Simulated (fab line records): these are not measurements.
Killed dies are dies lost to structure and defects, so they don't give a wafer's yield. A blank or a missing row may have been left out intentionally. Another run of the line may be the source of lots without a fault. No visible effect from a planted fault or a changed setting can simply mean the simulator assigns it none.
A lot that was struck, set against a sound lot || flow sky130 || 16 out of 708 route steps
Sound: these wafers, L238.1, L238.2, L238.3. Struck: wafers L246.1, L246.3, L246.4. The cause comes at the end.
Per side, at each step with rows, come the tool, then ch with its chambers, and then its first start. Under that, the readings that differ: sound wafers || struck wafers || difference of the means || sigmas: that difference in standard deviations of wafers without a fault.
alike: readings with means less than 2 such deviations apart, plus words and numbers identical on both sides. not compared: withheld readings, readings lacking a value on some wafer, bounds such as >300 that could conceal the same value, and numbers that have no deviation in the record and whose values overlap.
The two part at a step that has a row with sigmas, a row that says differs or no value, or rows on one side only. Numbers that don't overlap but have no deviation are shown without sigmas and don't part them. A reading missing from all wafers of one side parts the sides only when that side holds two or more wafers.

first, 2 steps without rows for these wafers: SKY_VIA2_CLEAN_18 (cleans in IPA, time 180 s); SKY_VIA2_CLEAN_19 (cleans in O3/DIW).
SKY_VIA2_SPUTTER_20: material TiN, target thk 20 nm, time 80 s.
  sound on pvdSputter-03, day 39 05:20; struck on pvdSputter-02, day 41 00:17
  alike: throttleValvePct
then, 1 step without rows for these wafers: SKY_VIA2_CVD_21 (deposits W, target thk 420 nm, time 126.4 s).
SKY_VIA2_RS_MEAS_22: uses a four-point probe to measure.
  sound on filmMetro-03, day 39 05:31; struck on filmMetro-02, day 41 00:28
  alike: VIA2_W_RS
SKY_VIA2_THK_MEAS_23: measures by xrf.
  sound on filmMetro-03, day 39 05:38; struck on filmMetro-02, day 41 00:35
  alike: VIA2_W_THK
then, 1 step without rows for these wafers: SKY_VIA2_CMP_24 (polishes, stops on SiO2, t overpolish 20 s, target thk 0 nm).
SKY_METAL3_SPUTTER_00: material Ti, target thk 15 nm, time 10 s.
  sound on pvdSputter-03, day 39 06:00; struck on pvdSputter-03, day 41 00:57
  alike: throttleValvePct
SKY_METAL3_SPUTTER_01: material TiN, target thk 20 nm, time 16.7 s.
  sound on pvdSputter-03, day 39 06:02; struck on pvdSputter-03, day 41 00:58
  alike: throttleValvePct
then, 1 step without rows for these wafers: SKY_METAL3_SPUTTER_02 (material AlCu, target thk 735 nm, time 39.1 s).
SKY_METAL3_SPUTTER_03: material Ti, target thk 5 nm, time 3.3 s.
  sound on pvdSputter-03, day 39 06:05; struck on pvdSputter-03, day 41 01:02
  alike: throttleValvePct
then, 1 step without rows for these wafers: SKY_METAL3_SPUTTER_04 (material TiN, target thk 70 nm, time 58.3 s).
SKY_CAPM_CVD_00: deposits SiO2, target thk 15.5 nm.
  sound on pecvd-04 ch 0,1,2, day 39 06:10; struck on pecvd-04 ch 0,1,2, day 41 01:00
  alike: heaterPowerOuterW, heaterPowerW
SKY_CAPM_THK_MEAS_01:
  sound on filmMetro-03, day 39 06:11; struck on filmMetro-03, day 41 01:28
{"reading": "CAPM_CVD_00_THK (nm)", "sound": "15.55 15.38 14.99", "struck": "31.13 31.19 31.09", "difference": "+15.83", "sigmas": "+72"}
SKY_CAPM_SPUTTER_02: material TiN, target thk 200 nm, time 166.7 s.
  sound on pvdSputter-01, day 39 06:14; struck on pvdSputter-04, day 41 01:31
  alike: throttleValvePct
-- the record jumps here: 8 days lie between the struck wafers' starts before and after (it left off in module CAPM and takes up again in module PAD_OPEN, whose first step shown is number 708 of the route) --
SKY_PAD_OPEN_PROBE_99:
  sound on prober-02, day 48 01:32; struck on prober-01, day 49 10:20
{"reading": "model.etest.tester.sortNPass", "sound": "411 408 399", "struck": "0 0 0", "difference": -406, "sigmas": ""}
{"reading": "model.etest.tester.sort_bin_3_pct (%)", "sound": "0.813 0.6098 0.2033", "struck": "80.28 84.76 83.54", "difference": "+82.32", "sigmas": ""}
{"reading": "model.etest.tester.sortYieldPct (%)", "sound": "83.54 82.93 81.1", "struck": "0 0 0", "difference": -83, "sigmas": ""}
{"reading": "model.etest.diodePdiffNwell.overLimit", "sound": "0 0 0", "struck": "1 1 1", "difference": "+1", "sigmas": ""}
{"reading": "model.etest.fieldN.short", "sound": "0 0 0", "struck": "1 1 1", "difference": "+1", "sigmas": ""}
{"reading": "model.etest.met5Comb.overLimit", "sound": "0 0 0", "struck": "1 1 1", "difference": "+1", "sigmas": ""}
{"reading": "model.etest.pfet_01v8.short", "sound": "0 0 0", "struck": "1 1 1", "difference": "+1", "sigmas": ""}
{"reading": "model.etest.tipN.short", "sound": "0 0 0", "struck": "1 1 1", "difference": "+1", "sigmas": ""}
  alike: defectLimitedYield, killed_at_M0_to_M3, killed_at_M4_up, killedAtContacts, killedAtFrontEnd, killedAtOther, killedDies, killedOpen, killedShort

## WHERE THEY PART
SKY_CAPM_THK_MEAS_01 only, going by this record. Later steps at which nothing parts them and some readings are alike: SKY_CAPM_SPUTTER_02, SKY_PAD_OPEN_PROBE_99.

WHY: whatever the simulator had introduced
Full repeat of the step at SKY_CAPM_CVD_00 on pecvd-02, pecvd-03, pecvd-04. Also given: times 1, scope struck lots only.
